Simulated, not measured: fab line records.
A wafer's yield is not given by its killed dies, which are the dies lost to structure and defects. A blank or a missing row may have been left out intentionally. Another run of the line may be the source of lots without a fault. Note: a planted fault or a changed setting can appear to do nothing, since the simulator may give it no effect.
2 desks, one fault + flow sky130 + only its own numbers are on each desk; what lay behind them is given at the end

THE METROLOGY DESK
What the gauges read, lot by lot, whatever tool the lot ran on: means of the sampled wafers that have a number. Marked OUT: a lot whose mean sits more than 4 standard deviations from the usual mean, which makes it out of limits; the brackets give that distance.
Columns: A = cd nm at SKY_METAL4_CD_MEAS_13, usual 299.7 nm; B = METAL4_OVL at SKY_METAL4_OVL_MEAS_14, usual -3 nm; C = VIA4_HDPCVD_THK at SKY_VIA4_THK_MEAS_01, usual 1746 nm
| lot  | first seen here | A     | B  | C    |
|------|-----------------|-------|----|------|
| L332 | day 42 23:14    | 300.3 | 5  | 1752 |
| L336 | day 44 06:07    | 298.9 | -5 | 1728 |
| L337 | day 44 07:41    | 299.8 | -4 | 1735 |
| L344 | day 46 06:41    | 300.1 | -4 | 1711 |
| L350 | day 47 12:46    | 299.2 | 0  | 1732 |
| L351 | day 47 15:38    | 300.9 | 5  | 1764 |
Finding of this desk: none of the 6 lots has anything out of limits.

DESK OF THE TOOL OWNER: hdpcvd-02
The tool's own readings at SKY_VIA4_HDPCVD_00 (deposits SiO2, target thk 1750 nm, time 291.7 s): means of the sampled wafers that have a number, for each lot that ran on this tool. Marked OUT: a lot whose mean sits more than 4 standard deviations from the usual mean, which makes it out of limits; the brackets give that distance.
Columns: A = run length s at SKY_VIA4_HDPCVD_00, usual 319.8 s; B = susceptor temp C at SKY_VIA4_HDPCVD_00, usual 400.01 C
| lot  | first seen here | A                | B      |
|------|-----------------|------------------|--------|
| L332 | day 43 00:19    | 319.7            | 399.94 |
| L336 | day 44 07:16    | 315.1 (-13) OUT  | 400.25 |
| L337 | day 44 08:47    | 316.5 (-8.9) OUT | 400.25 |
| L350 | day 47 14:02    | 319.3            | 399.80 |
| L351 | day 47 16:44    | 319.8            | 400.11 |
Finding of this desk: L336, L337 out of limits; the first was L336 at day 44 07:16, on run length s at SKY_VIA4_HDPCVD_00. In limits: L332, L350, L351.

BROUGHT TOGETHER
The tool owner's desk could have raised an alarm at day 44 07:16, on L336, L337.
From the metrology desk's view, nothing was out of limits.
The metrology desk holds a record of L336, L337, inside its limits.
On hdpcvd-02, each named lot ran SKY_VIA4_HDPCVD_00.

WHAT THE SIMULATOR PUT IN
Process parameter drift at SKY_VIA4_HDPCVD_00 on hdpcvd-02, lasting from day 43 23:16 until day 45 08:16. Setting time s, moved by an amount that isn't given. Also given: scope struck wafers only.
Struck lots among those shown: L336, L337.
How many hours passed from the start of the fault until each desk's first out-of-limits reading: the tool owner's desk, 8.
